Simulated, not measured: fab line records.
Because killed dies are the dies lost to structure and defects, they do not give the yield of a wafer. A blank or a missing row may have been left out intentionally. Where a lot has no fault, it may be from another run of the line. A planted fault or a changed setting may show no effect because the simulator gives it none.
fab line records	flow sky130
[record] lots = 7	wafers = 21	last-day = 50
route steps=708 shown LDD_P@259 LDD_HVN@267 PAD_OPEN@708
lots with no fault: from the same line, run without faults
start-h: hours from the record's first day to the start of the lot's first wafer shown	wait-h: how many hours have passed since the lot's step before this one	" repeats the value in the row above	L1.1+2: a single row standing in for several wafers	- no value, or no start given	* or withheld: withheld	< > ~ a bound
route shown NAME@n: names a module that has steps shown in the file, with the first one's number in the route	usual: mean and standard deviation over wafers with no fault	same: alike in all rows	chamber/n: place in a boat	sites: the reading at each site	_std_site: their standard deviation	_edge_site: outer sites' mean less inner sites'	radius-mm: for every site, how far away it sits from the centre of the wafer	mask NAME#n: copy n	behind: the last tool/chamber to shape the wafer	hold: what put the lot on hold/how long, in hours/how the hold closed	device: transistor that didn't switch, given as n, p or np	end of line: tests of these same wafers at the route's end	a step without rows: its recipe alone	killed: at the first sort, the dies lost to defects and structure; wafer yield is something else	map: a wafer's dies, marking killed ones x, the rest . and places with no die _
set.NAME: the setting as run; set.NAME@STEP: as run at that earlier step	model.NAME: the simulator's own value behind a step, which no gauge read
lots seen at some steps along the route; tables by step, rows by wafer
services: when a tool's chamber went out of use (start-h, in hours from the record's first day, below 0 if earlier), for how many hours, and the reason
[[steps]]
[step SKY_LDD_P_EXPOSE_04]
[recipe] mask-id = PSDM	na = 0.6	source-shape = conventional	sigma-outer = 0.6	polarization = unpolarized	target-cd-nm = 380	dose-mj = 138
[step SKY_LDD_P_PEB_05]
[recipe] temp-c = withheld	time-s = *	resist = NOVOLAK
[step SKY_LDD_P_DEVELOP_06]
[recipe] resist = NOVOLAK	developer = TMAH	develop-time-s = 60	dev-temp-c = 23
[step SKY_LDD_P_CD_MEAS_07]
[recipe] target-cd-nm = 380
[usual] cd-nm = 380.0/2.9
lot.wafer	tool	chamber	start-h	wait-h	cd-nm
L918.2	cd-sem-01	-	441.82	0.1	379.6
L918.4	"	-	"	"	380.8
L918.6	"	-	"	"	380.3
L920.2	cd-sem-02	-	461.38	0.1	376.7
L920.4	"	-	"	"	378.5
L920.6	"	-	"	"	377.4
L930.2	cd-sem-01	-	543.42	0.1	380.3
L930.3	"	-	"	"	381.5
L930.6	"	-	"	"	379.9
L931.1	cd-sem-02	-	553.08	0.1	374.2
L931.3	"	-	"	"	376.5
L931.5	"	-	"	"	372.6
L932.1	cd-sem-01	-	556.96	0.1	379.0
L932.2	"	-	"	"	378.3
L932.5	"	-	"	"	378.3
L934.1	cd-sem-01	-	570.35	0.1	379.7
L934.2	"	-	"	"	380.6
L934.6	"	-	"	"	381.2
L939.2	cd-sem-01	-	614.37	0.1	382.3
L939.3	"	-	"	"	382.4
L939.4	"	-	"	"	383.8
[step SKY_LDD_P_OVL_MEAS_08]
[usual] LDD_P_OVL = -1.2/1.4
lot.wafer	tool	chamber	start-h	wait-h	LDD_P_OVL[nm]
L918.2	overlay-02	-	441.92	0.1	-0.4
L918.4	"	-	"	"	-2.3
L918.6	"	-	"	"	-1.3
L920.2	overlay-01	-	461.48	0.1	-0.1
L920.4	"	-	"	"	-1.8
L920.6	"	-	"	"	0.5
L930.2	overlay-02	-	543.52	0.1	-1.2
L930.3	"	-	"	"	-0.6
L930.6	"	-	"	"	-1.5
L931.1	overlay-01	-	553.20	0.1	0.1
L931.3	"	-	"	"	-0.4
L931.5	"	-	"	"	-0.2
L932.1	overlay-01	-	557.08	0.1	1.8
L932.2	"	-	"	"	-0.2
L932.5	"	-	"	"	-0.7
L934.1	overlay-02	-	570.47	0.1	-1.1
L934.2	"	-	"	"	-2.1
L934.6	"	-	"	"	-1.8
L939.2	overlay-02	-	614.47	0.1	-1.7
L939.3	"	-	"	"	-3.3
L939.4	"	-	"	"	-0.8
[step SKY_LDD_P_IMPLANT_09]
[recipe] species = BF2	energy-kev = 25	dose-cm2 = 1e+13	tilt-deg = withheld
[step SKY_LDD_P_STRIP_10]
[recipe] chemistry = O2/N2	power-w = 1400	pressure-mtorr = 1500	platen-temp-c = withheld	o2-flow-sccm = 3000	n2-flow-sccm = 300	overash-fraction = 0.5
[usual] drypump-motor-current-A = 5.5/0.64	oes-product-au = 0.715/0.0044	strip-time-to-endpoint-s = 14.18/0.04
lot.wafer	tool	chamber	start-h	wait-h	drypump-motor-current-A	oes-product-au	rf-hours-counter-h	strip-time-to-endpoint-s
L918.2	plasma-asher-01	0	442.10	0.1	4.8	0.717	76	14.20
L918.4	"	0	"	"	4.8	0.711	-	14.17
L918.6	"	1	"	"	5.2	0.715	-	14.16
L920.2	plasma-asher-04	0	461.66	0.1	5.1	0.713	3	14.17
L920.4	"	1	"	"	6.7	0.717	-	14.23
L920.6	"	0	"	"	5.1	0.719	-	14.21
L930.2	plasma-asher-03	0	543.70	0.1	6.2	0.706	40	14.24
L930.3	"	1	"	"	5.3	0.717	-	14.20
L930.6	"	0	"	"	6.2	0.720	-	14.19
L931.1	plasma-asher-04	1	553.39	0.1	6.7	0.710	12	14.19
L931.3	"	1	"	"	6.7	0.714	-	14.17
L931.5	"	0	"	"	5.1	0.721	-	14.15
L932.1	plasma-asher-03	1	557.26	0.1	5.3	0.717	41	14.20
L932.2	"	0	"	"	6.2	0.718	41	14.22
L932.5	"	1	"	"	5.3	0.721	-	14.19
L934.1	plasma-asher-01	0	570.65	0.1	4.8	0.715	90	14.19
L934.2	"	1	"	"	5.2	0.711	90	14.15
L934.6	"	0	"	"	4.8	0.718	-	14.18
L939.2	plasma-asher-03	0	614.65	0.1	6.2	0.712	47	14.21
L939.3	"	1	"	"	5.3	0.713	-	14.22
L939.4	"	0	"	"	6.2	0.713	-	14.21
[step SKY_LDD_P_TW_MEAS_11]
[usual] LDD_P_TW = 633/5.9
lot.wafer	tool	chamber	start-h	wait-h	LDD_P_TW
L918.2	film-metro-01	-	442.21	0.1	635
L918.4	"	-	"	"	636
L918.6	"	-	"	"	636
L920.2	film-metro-03	-	461.77	0.1	628
L920.4	"	-	"	"	625
L920.6	"	-	"	"	630
L930.2	film-metro-01	-	543.81	0.1	634
L930.3	"	-	"	"	629
L930.6	"	-	"	"	629
L931.1	film-metro-04	-	553.49	0.1	641
L931.3	"	-	"	"	644
L931.5	"	-	"	"	643
L932.1	film-metro-03	-	557.36	0.1	632
L932.2	"	-	"	"	633
L932.5	"	-	"	"	631
L934.1	film-metro-01	-	570.75	0.1	636
L934.2	"	-	"	"	633
L934.6	"	-	"	"	632
L939.2	film-metro-04	-	614.76	0.1	640
L939.3	"	-	"	"	643
L939.4	"	-	"	"	639
[step SKY_LDD_HVN_DEHYDRATE_00]
[recipe] temp-c = 200	time-s = 60
[step SKY_LDD_HVN_HMDS_01]
[recipe] prime-time-s = 60	prime-temp-c = 120
[step SKY_LDD_HVN_COAT_02]
[recipe] resist = NOVOLAK	spin-rpm = 3000	resist-thk-nm = 300
[step SKY_LDD_HVN_SOFTBAKE_03]
[recipe] temp-c = 90	time-s = 60	resist = NOVOLAK
[step SKY_LDD_HVN_EXPOSE_04]
[recipe] mask-id = HVNTM	na = 0.6	source-shape = conventional	sigma-outer = 0.6	polarization = unpolarized	target-cd-nm = 700	dose-mj = 127
[usual] exposure-dose-mJ-cm2 = 127.03/0.14
lot.wafer	tool	chamber	start-h	wait-h	mask	exposure-dose-mJ-cm2	model.LDD_HVN.overlay-x-nm
L918.2	iline-stepper-01	0	457.53	-	HVNTM#0	127.00	-1.152
L918.4	"	0	"	"	HVNTM#0	126.78	-1.152
L918.6	"	0	"	"	HVNTM#0	127.00	-1.152
L920.2	iline-stepper-02	0	477.42	-	HVNTM#0	127.06	-1.687
L920.4	"	0	"	"	HVNTM#0	126.90	-1.687
L920.6	"	0	"	"	HVNTM#0	127.06	-1.687
L930.2	iline-stepper-02	0	558.55	-	HVNTM#0	126.96	1.689
L930.3	"	0	"	"	HVNTM#0	127.08	1.689
L930.6	"	0	"	"	HVNTM#0	126.80	1.689
L931.1	iline-stepper-02	0	568.42	-	HVNTM#0	126.83	55.88
L931.3	"	0	"	"	HVNTM#0	126.92	55.88
L931.5	"	0	"	"	HVNTM#0	126.81	55.88
L932.1	iline-stepper-02	0	571.83	-	HVNTM#0	127.05	56.56
L932.2	"	0	"	"	HVNTM#0	126.80	56.56
L932.5	"	0	"	"	HVNTM#0	126.98	56.56
L934.1	iline-stepper-02	0	585.83	-	HVNTM#0	127.04	56.04
L934.2	"	0	"	"	HVNTM#0	127.01	56.04
L934.6	"	0	"	"	HVNTM#0	127.26	56.04
L939.2	iline-stepper-01	0	629.23	-	HVNTM#0	127.16	0.175
L939.3	"	0	"	"	HVNTM#0	127.32	0.175
L939.4	"	0	"	"	HVNTM#0	127.25	0.175
[step SKY_LDD_HVN_PEB_05]
[recipe] temp-c = withheld	time-s = *	resist = NOVOLAK
[step SKY_LDD_HVN_DEVELOP_06]
[recipe] resist = NOVOLAK	developer = TMAH	develop-time-s = 60	dev-temp-c = 23
[step SKY_LDD_HVN_OVL_MEAS_07]
[usual] LDD_HVN_OVL = -1.0/1.3
lot.wafer	tool	chamber	start-h	wait-h	LDD_HVN_OVL[nm]
L918.2	overlay-02	-	472.51	0.1	-3.3
L918.4	"	-	"	"	-0.3
L918.6	"	-	"	"	-4.8
L920.2	overlay-01	-	492.37	0.1	-3.3
L920.4	"	-	"	"	-3.3
L920.6	"	-	"	"	-4.1
L930.2	overlay-01	-	572.72	0.1	0.3
L930.3	"	-	"	"	2.5
L930.6	"	-	"	"	-0.2
L931.1	overlay-01	-	583.03	0.1	55.5
L931.3	"	-	"	"	53.5
L931.5	"	-	"	"	56.6
L932.1	overlay-02	-	586.53	0.1	54.6
L932.2	"	-	"	"	55.4
L932.5	"	-	"	"	55.8
L934.1	overlay-02	-	600.08	0.1	54.8
L934.2	"	-	"	"	53.4
L934.6	"	-	"	"	53.4
L939.2	overlay-01	-	643.66	0.1	1.5
L939.3	"	-	"	"	0.6
L939.4	"	-	"	"	-1.0
[step SKY_LDD_HVN_IMPLANT_08]
[recipe] species = P	energy-kev = 60	dose-cm2 = 3e+13	tilt-deg = 40
[step SKY_PAD_OPEN_PROBE_99]
[usual] killed_at_M0_to_M3 = 44/7.4	killed_at_M4_up = 3.1/1.8	killed-at-contacts = 24/5.6	killed-at-front-end = 15/4.9	killed-at-other = 0.4/0.59	killed-dies = 87/9.8	killed-open = 47/7.2	killed-short = 39/6.8
[same] gross-dies = 492	killed-at-back-side = 0
lot.wafer	tool	chamber	start-h	wait-h	killed_at_M0_to_M3	killed_at_M4_up	killed-at-contacts	killed-at-front-end	killed-at-other	killed-dies	killed-open	killed-short
L918.2	prober-02	-	1078.50	0.1	43	7	31	27	0	108	64	44
L918.4	prober-02	-	1078.60	0.2	42	1	23	24	1	91	47	44
L918.6	prober-02	-	1078.70	0.2	42	2	20	10	0	74	48	26
L920.2	prober-01	-	1095.54	0.1	47	4	20	17	0	88	45	41
L920.4	prober-01	-	1095.64	0.2	41	3	28	18	0	90	54	35
L920.6	prober-01	-	1095.74	0.2	38	3	27	2	0	70	39	31
L930.2	prober-01	-	1148.49	0.1	45	3	21	10	0	79	47	32
L930.3	prober-01	-	1148.54	0.2	44	3	23	21	0	91	52	39
L930.6	prober-01	-	1148.69	0.2	44	4	25	20	2	95	50	44
L931.1	prober-02	-	1154.48	0.1	60	2	22	13	1	98	55	43
L931.3	prober-02	-	1154.58	0.2	49	3	24	21	2	99	52	47
L931.5	prober-02	-	1154.68	0.2	38	2	28	15	1	84	47	36
L932.1	prober-01	-	1155.42	0.1	52	3	27	13	1	96	49	47
L932.2	prober-01	-	1155.47	0.1	39	3	19	14	1	76	43	33
L932.5	prober-01	-	1155.62	0.2	43	3	27	12	0	85	45	39
L934.1	prober-01	-	1165.29	0.1	35	1	16	7	0	59	31	28
L934.2	prober-01	-	1165.34	0.1	45	0	24	12	0	81	56	25
L934.6	prober-01	-	1165.54	0.2	64	1	24	15	0	104	68	36
L939.2	prober-02	-	1189.84	0.1	41	2	21	16	0	80	47	33
L939.3	prober-02	-	1189.89	0.2	38	1	26	13	1	79	46	33
L939.4	prober-02	-	1189.94	0.2	43	3	21	20	2	89	38	50
// killed by level:class
L918.2 LI_CONTACT:geometric-particle:open=11 CONTACT:geometric-particle:open=10 FIELD_ISO:geometric-particle:open=9 VIA1:geometric-particle:open=8 VIA2:geometric-particle:open=6 CONTACT:geometric-particle:short=5 POLY_GATE:geometric-particle:short=5 POLY_GATE:geometric-particle:open=5
L918.4 LI_CONTACT:geometric-particle:open=11 VIA3:geometric-particle:open=8 FIELD_ISO:geometric-particle:short=7 POLY_GATE:geometric-particle:short=7 CONTACT:geometric-particle:open=7 VIA1:geometric-particle:short=6 METAL2:geometric-particle:short=6 VIA2:geometric-particle:open=5
L918.6 CONTACT:geometric-particle:open=12 VIA2:geometric-particle:open=11 VIA1:geometric-particle:open=9 METAL1:geometric-particle:short=5 LI_CONTACT:geometric-particle:open=4 VIA1:geometric-particle:short=4 VIA3:geometric-particle:open=4 FIELD_ISO:geometric-particle:open=3
L920.2 LI_CONTACT:geometric-particle:open=10 VIA1:geometric-particle:open=7 METAL1:geometric-particle:short=7 METAL2:geometric-particle:short=6 VIA3:geometric-particle:open=6 FIELD_ISO:geometric-particle:open=5 VIA2:geometric-particle:open=5 CONTACT:geometric-particle:short=4
L920.4 CONTACT:geometric-particle:open=11 VIA1:geometric-particle:open=11 VIA3:geometric-particle:open=8 LI_CONTACT:geometric-particle:open=6 POLY_GATE:geometric-particle:open=5 VIA3:geometric-particle:short=5 LI_CONTACT:geometric-particle:short=4 VIA2:geometric-particle:open=4
L920.6 CONTACT:geometric-particle:open=9 VIA2:geometric-particle:open=7 VIA1:geometric-particle:open=7 VIA3:geometric-particle:open=7 LOCAL_INTERCONNECT:geometric-particle:short=6 LI_CONTACT:geometric-particle:short=5 CONTACT:geometric-particle:short=4 METAL3:geometric-particle:short=4
L930.2 VIA1:geometric-particle:open=11 LI_CONTACT:geometric-particle:open=8 VIA3:geometric-particle:open=7 VIA2:geometric-particle:open=4 METAL2:geometric-particle:short=4 POLY_GATE:geometric-particle:open=3 LI_CONTACT:geometric-particle:short=3 LOCAL_INTERCONNECT:geometric-particle:short=3
L930.3 VIA2:geometric-particle:open=9 FIELD_ISO:geometric-particle:short=7 METAL2:geometric-particle:short=7 CONTACT:geometric-particle:open=7 VIA1:geometric-particle:open=7 VIA3:geometric-particle:open=7 FIELD_ISO:geometric-particle:open=6 LI_CONTACT:geometric-particle:open=6
L930.6 VIA3:geometric-particle:open=11 FIELD_ISO:geometric-particle:short=7 CONTACT:geometric-particle:short=7 VIA2:geometric-particle:open=7 LI_CONTACT:geometric-particle:open=6 VIA1:geometric-particle:open=6 CONTACT:geometric-particle:open=5 METAL1:geometric-particle:short=5
L931.1 VIA1:geometric-particle:open=18 VIA3:geometric-particle:open=9 LI_CONTACT:geometric-particle:open=7 VIA1:geometric-particle:short=7 METAL2:geometric-particle:short=7 VIA2:geometric-particle:open=6 LOCAL_INTERCONNECT:geometric-particle:short=5 CONTACT:geometric-particle:open=5
L931.3 VIA1:geometric-particle:open=13 LI_CONTACT:geometric-particle:open=10 VIA3:geometric-particle:open=7 POLY_GATE:geometric-particle:open=6 METAL2:geometric-particle:short=6 METAL1:geometric-particle:short=5 METAL3:geometric-particle:short=5 FIELD_ISO:geometric-particle:short=4
L931.5 VIA1:geometric-particle:open=13 LI_CONTACT:geometric-particle:open=8 LOCAL_INTERCONNECT:geometric-particle:short=6 CONTACT:geometric-particle:open=6 METAL1:geometric-particle:short=5 VIA2:geometric-particle:open=5 FIELD_ISO:geometric-particle:open=4 POLY_GATE:geometric-particle:short=4
L932.1 VIA1:geometric-particle:open=18 CONTACT:geometric-particle:open=9 METAL2:geometric-particle:short=9 LOCAL_INTERCONNECT:geometric-particle:short=7 VIA2:geometric-particle:open=6 CONTACT:geometric-particle:short=6 POLY_GATE:geometric-particle:short=5 VIA1:geometric-particle:short=5
L932.2 VIA1:geometric-particle:open=8 CONTACT:geometric-particle:open=7 CONTACT:geometric-particle:short=6 METAL1:geometric-particle:short=6 VIA2:geometric-particle:open=6 VIA3:geometric-particle:open=6 POLY_GATE:geometric-particle:short=5 LI_CONTACT:geometric-particle:open=5
L932.5 VIA1:geometric-particle:open=8 LI_CONTACT:geometric-particle:open=7 VIA2:geometric-particle:open=7 LI_CONTACT:geometric-particle:short=6 CONTACT:geometric-particle:open=6 VIA1:geometric-particle:short=5 LOCAL_INTERCONNECT:geometric-particle:short=4 VIA3:geometric-particle:open=4
L934.1 VIA1:geometric-particle:open=8 METAL1:geometric-particle:short=6 LOCAL_INTERCONNECT:geometric-particle:short=5 VIA2:geometric-particle:open=5 LI_CONTACT:geometric-particle:open=4 CONTACT:geometric-particle:open=4 VIA1:geometric-particle:short=4 VIA3:geometric-particle:open=3
L934.2 VIA1:geometric-particle:open=13 CONTACT:geometric-particle:open=9 VIA2:geometric-particle:open=9 LI_CONTACT:geometric-particle:open=8 VIA3:geometric-particle:open=7 METAL2:geometric-particle:short=6 FIELD_ISO:geometric-particle:open=4 LOCAL_INTERCONNECT:geometric-particle:short=4
L934.6 VIA1:geometric-particle:open=27 LI_CONTACT:geometric-particle:open=9 CONTACT:geometric-particle:open=9 METAL2:geometric-particle:short=8 VIA2:geometric-particle:open=8 FIELD_ISO:geometric-particle:short=7 VIA3:geometric-particle:open=7 METAL1:geometric-particle:short=6
L939.2 VIA1:geometric-particle:open=13 LI_CONTACT:geometric-particle:open=8 METAL2:geometric-particle:short=7 POLY_GATE:geometric-particle:short=6 VIA2:geometric-particle:open=6 FIELD_ISO:geometric-particle:open=4 CONTACT:geometric-particle:open=4 VIA3:geometric-particle:open=4
L939.3 LI_CONTACT:geometric-particle:open=11 VIA3:geometric-particle:open=8 CONTACT:geometric-particle:short=7 CONTACT:geometric-particle:open=7 METAL1:geometric-particle:short=5 METAL2:geometric-particle:short=5 VIA2:geometric-particle:open=5 VIA1:geometric-particle:open=4
L939.4 VIA1:geometric-particle:open=11 FIELD_ISO:geometric-particle:short=7 VIA3:geometric-particle:short=7 METAL2:geometric-particle:short=6 POLY_GATE:geometric-particle:short=5 LOCAL_INTERCONNECT:geometric-particle:short=5 CONTACT:geometric-particle:open=5 VIA3:geometric-particle:open=5
[[services]]
tool	chamber	start-h	hours	kind
plasma-asher-04	-	421.81	9.0	pm
plasma-asher-04	0	421.81	9.0	vent-cycle
plasma-asher-04	1	421.81	9.0	vent-cycle
plasma-asher-01	-	425.82	0.6	repair
plasma-asher-04	0	430.81	-	clean
plasma-asher-04	1	430.81	-	clean
iline-stepper-01	-	452.17	2.1	pm
iline-stepper-01	-	454.25	-	consumable-replace:lamp
plasma-asher-03	-	454.38	14.6	pm
iline-stepper-01	0	466.19	-	calibration
plasma-asher-04	-	470.35	1.4	repair
iline-stepper-01	-	474.84	6.6	repair
iline-stepper-02	0	490.14	-	calibration
plasma-asher-01	-	504.77	2.8	pm
iline-stepper-01	-	535.95	1.7	pm
plasma-asher-04	-	546.17	2.8	pm
plasma-asher-04	-	574.57	0.7	repair
iline-stepper-02	-	592.13	23.2	repair
plasma-asher-01	-	598.51	3.1	repair
iline-stepper-02	-	615.33	1.7	pm
[[key]]
[first-sign] step = SKY_LDD_HVN_OVL_MEAS_07	reading = LDD_HVN_OVL	direction = up	sigmas = 42	usual = -1.0	struck = 54.8
effect none on later readings
[model-effect] step = SKY_LDD_HVN_EXPOSE_04	value = LDD_HVN.overlay-x-nm	without = -0.232	struck = 56.16
met-at SKY_LDD_HVN_EXPOSE_04
struck-wafers L931.1,L931.3,L931.5,L932.1,L932.2,L932.5,L934.1,L934.2,L934.6
tester-left-out L931,L932,L934
onset-between 558.55 568.42
[fault] kind = scanner-matching-overlay	tool = iline-stepper-02	chamber = -	onset-h = 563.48	steps = SKY_LDD_HVN_EXPOSE_04	offset = 56.394
// tester-left-out: of these lots the tester's yield and bins aren't shown, on N5 and GAA mostly nor the transistor test; their killed dies are dies lost to structure and defects alone, not to doping, threshold or leakage, so they don't give the yield
